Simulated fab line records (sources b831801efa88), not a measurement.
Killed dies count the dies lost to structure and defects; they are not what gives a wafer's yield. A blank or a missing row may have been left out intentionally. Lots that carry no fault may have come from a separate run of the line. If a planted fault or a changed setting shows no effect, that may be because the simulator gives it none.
Matching of chambers :: flow sfq_line :: 4 sister chambers for SFQ_TRILAYER_I6_CMP_CMP_166 on cmp-02
The step polishes SiO2. 4 wafers are shown with their chamber, then 9 later ones without.

## WAFERS, EACH WITH ITS CHAMBER
wafer: L372.5
chamber: 3
motor_current_A (A): 10.2

wafer: L373.2
chamber: 0
motor_current_A (A): 10.3

wafer: L373.4
chamber: 1
motor_current_A (A): 10.8

wafer: L373.6
chamber: 2
motor_current_A (A): 9.1

## WAFERS WITHOUT THEIR CHAMBER
wafer: L374.2
motor_current_A (A): 11.1

wafer: L374.3
motor_current_A (A): 10.9

wafer: L374.4
motor_current_A (A): 10.4

wafer: L378.1
motor_current_A (A): 10.5

wafer: L378.2
motor_current_A (A): 9.5

wafer: L378.6
motor_current_A (A): 10.6

wafer: L382.1
motor_current_A (A): 10.3

wafer: L382.5
motor_current_A (A): 10.1

wafer: L382.6
motor_current_A (A): 10.3

## WHICH CHAMBER EACH WENT THROUGH
wafer: L374.2
from the rows above: 1
in truth: 1

wafer: L374.3
from the rows above: 1
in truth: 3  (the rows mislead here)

wafer: L374.4
from the rows above: can't be placed: 0 or 3 or 1
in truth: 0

wafer: L378.1
from the rows above: can't be placed: 0 or 1 or 3
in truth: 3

wafer: L378.2
from the rows above: can't be placed: 2 or 3
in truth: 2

wafer: L378.6
from the rows above: can't be placed: 1 or 0 or 3
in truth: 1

wafer: L382.1
from the rows above: can't be placed: 0 or 3
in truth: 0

wafer: L382.5
from the rows above: can't be placed: 3 or 0
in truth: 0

wafer: L382.6
from the rows above: can't be placed: 0 or 3
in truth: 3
Correctly placed: 1 of 9. From these rows, 7 cannot be placed; in 7 the true chamber is one of the candidates. Number placed wrongly: 1.
How it was worked out, from the rows above alone: a wafer's distance from a chamber is the root of the sum, over the readings, of the square of ((its reading less the chamber's mean) divided by the reading's scatter). If the next closest chamber is less than 2 further off than the closest, the wafer can't be placed; otherwise it belongs to the closest. The mean given for a chamber averages the wafers shown for that chamber. The scatter: with one shown wafer a chamber, the root of the mean of the squares of how far each hidden wafer lies from its nearest shown one.
